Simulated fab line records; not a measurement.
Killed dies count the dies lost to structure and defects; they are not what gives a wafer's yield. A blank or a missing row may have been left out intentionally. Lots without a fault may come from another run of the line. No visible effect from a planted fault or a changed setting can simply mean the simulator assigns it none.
A lot that was struck, set against a sound lot    flow gf180mcu    14 out of 602 route steps
Sound: wafers L206.1, L206.2, L206.3. Wafers L198.1, L198.3, L198.6 were the ones struck. Last of all comes the cause.
Each step with rows lists, per side, the tool, then ch with its chambers, then its first start. Under that, the readings that differ: sound wafers    struck wafers    difference of the means    sigmas: that difference in standard deviations of wafers without a fault.
alike: same words and numbers on both sides, and readings whose means sit less than 2 such deviations apart. not compared: any withheld reading, any reading some wafer has no value for, any bound like >300 that may hide the same value, and any number with overlapping values for which the record gives no deviation.
Wherever a step has rows on one side only, a row that says differs or no value, or a row with sigmas, the two part there. When numbers do not overlap yet have no deviation, they are printed without sigmas and do not part them. A reading missing from all wafers of one side parts the sides only when that side holds two or more wafers.

first, 4 steps without rows for these wafers: GF_V4_SOFTBAKE_10 (time 60 s); GF_V4_EXPOSE_11 (exposes mask Via4, target cd 260 nm); GF_V4_PEB_12 (peb time 90 s); GF_V4_DEVELOP_13 (develop time 60 s).
GF_V4_CD_MEAS_14: the cd target is 260 nm.
  sound: cd-sem-02 at day 28 18:47; struck: cd-sem-01 at day 26 13:12
  alike: cd-nm
GF_V4_OVL_MEAS_15:
  sound: overlay-01 at day 28 18:55; struck: overlay-01 at day 26 13:19
  alike: V4_OVL
GF_V4_ETCH_16: etches BARC in N2/H2.
  sound on rie-diel-01 ch 0,1,2, day 28 18:57; struck on rie-diel-03 ch 0,1,3, day 26 13:22
  alike: drypump-motor-current-A, oes-product-au, throttle-valve-pct
GF_V4_ETCH_17: etches SiO2 in C4F8/O2/Ar, stops on TiN, target depth 630 nm.
  sound: rie-diel-01 ch 0,1,2; struck: rie-diel-03 ch 0,1,3
  alike: oes-product-au
GF_V4_STRIP_18: strips in O2/N2.
  sound on plasma-asher-01 ch 0,1, day 28 19:05; struck on plasma-asher-03 ch 0,1, day 26 13:29
  alike: drypump-motor-current-A, heater-power-w, oes-product-au
  not compared: rf-hours-counter-h
then, 2 steps without rows for these wafers: GF_V4_STRIP_19 (strips in post etch residue remover, time 1200 s); GF_V4_CLEAN_20 (cleans in DIW).
GF_V4_SPUTTER_21: material Ti, target thk 15 nm, time 80.02 s.
  sound: pvd-sputter-04 at day 28 19:37; struck: pvd-sputter-03 at day 26 14:01
  alike: cathode-dc-power-W, chamber-pressure-pa, throttle-valve-pct
GF_V4_SPUTTER_22: material TiN, target thk 10 nm, time 40 s.
  sound: pvd-sputter-04 at day 28 19:40; struck: pvd-sputter-03 at day 26 14:05
  no value came back on the struck wafers for cathode-dc-power-W (W), chamber-pressure-pa (Pa), throttle-valve-pct (%); on the sound wafers cathode-dc-power-W (W) reads 3999.7 3999.8 3999.9
GF_V4_CVD_23: deposits W, target thk 350 nm, time 104.9 s.
  sound on cvd-w-01 ch 0,1, day 28 19:43; struck on cvd-w-01 ch 0,1, day 26 14:07
  alike: heater-power-w

== WHERE THEY PART ==
Only at GF_V4_SPUTTER_22, as far as this record shows. Later steps at which nothing parts them and some readings are alike: GF_V4_CVD_23.

WHY: what had been put in by the simulator
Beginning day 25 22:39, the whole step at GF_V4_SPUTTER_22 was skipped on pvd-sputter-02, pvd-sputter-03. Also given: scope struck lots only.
